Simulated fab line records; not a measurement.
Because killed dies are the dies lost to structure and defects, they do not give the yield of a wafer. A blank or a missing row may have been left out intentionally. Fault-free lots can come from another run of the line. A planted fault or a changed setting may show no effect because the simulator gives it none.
A lot that was struck, set against a sound lot | flow sky130 | 15 steps out of a route of 708
Sound: these wafers, L758.2, L758.5, L758.6. Wafers L767.1, L767.2, L767.5 were the ones struck. The cause is named last.
Each step with rows lists, per side, the tool, then ch with its chambers, then its first start. Under that, the readings that differ: sound wafers | struck wafers | difference of the means | sigmas: that difference in standard deviations of wafers without a fault.
alike: readings with means less than 2 such deviations apart, plus words and numbers identical on both sides. not compared: withheld readings, readings lacking a value on some wafer, bounds such as >300 that could conceal the same value, and numbers that have no deviation in the record and whose values overlap.
The two part at a step that has a row with sigmas, a row that says differs or no value, or rows on one side only. Numbers that don't overlap but have no deviation are shown without sigmas and don't part them. Lack of a reading on every wafer of one side parts them only where that side has two or more wafers.

first, 1 step without rows for these wafers: SKY_FIELD_ISO_ANNEAL_26 (time 1800 s).
SKY_FIELD_ISO_CMP_27: polishes, stops on Si3N4, t overpolish 16 s, target thk 457.8 nm.
  sound on cmp-01 ch 0,1,3, day 3 02:57; struck on cmp-01 ch 0,3, day 4 23:46
  alike: head-pressure-psi, motor-current-A, overpolish-run-s, time-to-endpoint-s
then, 5 steps without rows for these wafers: SKY_FIELD_ISO_WET_ETCH_28 (etches SiO2 in dHF, target depth 23.7 nm, time 47 s); SKY_FIELD_ISO_WET_ETCH_29 (etches Si3N4 in H3PO4, target depth 160 nm, time 1825 s); SKY_FIELD_ISO_WET_ETCH_30 (etches SiO2 in dHF, target depth 25 nm, time 50 s); SKY_NWELL_CLEAN_00 (cleans in SC1/SC2, time 150 s); SKY_NWELL_OXIDATION_01 (stabilise 600 s, purge 300 s, target thk 10 nm).
SKY_NWELL_THK_MEAS_02:
  struck on film-metro-04, day 5 02:05; sound on film-metro-02, day 3 05:15
  alike: NWELL_OXIDATION_THK
then, 4 steps without rows for these wafers: SKY_DNWELL_DEHYDRATE_00 (time 60 s); SKY_DNWELL_HMDS_01 (prime time 60 s); SKY_DNWELL_COAT_02 (resist thk 3000 nm); SKY_DNWELL_SOFTBAKE_03.
SKY_DNWELL_EXPOSE_04: exposes mask DNM, target cd 3000 nm.
  sound on iline-stepper-02 ch 0, day 3 13:08; struck on iline-stepper-01 ch 0, day 5 11:32
  reading | sound             | struck                     | difference | sigmas
  mask    | DNM#0 DNM#0 DNM#0 | DNM_R1#0 DNM_R1#0 DNM_R1#0 | differs    |
  alike: focus-offset-nm
then, 1 step without rows for these wafers: SKY_DNWELL_PEB_05.
-- the record jumps here: 44 days lie between the struck wafers' starts before and after (it left off in module DNWELL and takes up again in module PAD_OPEN, whose first step shown is number 708 of the route) --
SKY_PAD_OPEN_PROBE_99:
  struck on prober-02, day 49 05:56; sound on prober-02, day 46 23:34
  reading                                  | sound             | struck            | difference | sigmas
  killed-open                              | 49 50 59          | 36 43 34          | -15        | -2
  model.etest.res-deep-nwell.width-nm (nm) | 2991 2999 2995    | 2376 2380 2391    | -613       |
  model.etest.res-deep-nwell.line-ohm-um   | 721.9 729.4 731.6 | 897.2 911.5 917.9 | +181.2     |
  alike: killed_at_M0_to_M3, killed_at_M4_up, killed-at-contacts, killed-at-front-end, killed-at-other, killed-dies, killed-short

## WHERE THEY PART
Last at SKY_PAD_OPEN_PROBE_99 as far as this record goes, first at SKY_DNWELL_EXPOSE_04.

WHY: whatever the simulator had introduced
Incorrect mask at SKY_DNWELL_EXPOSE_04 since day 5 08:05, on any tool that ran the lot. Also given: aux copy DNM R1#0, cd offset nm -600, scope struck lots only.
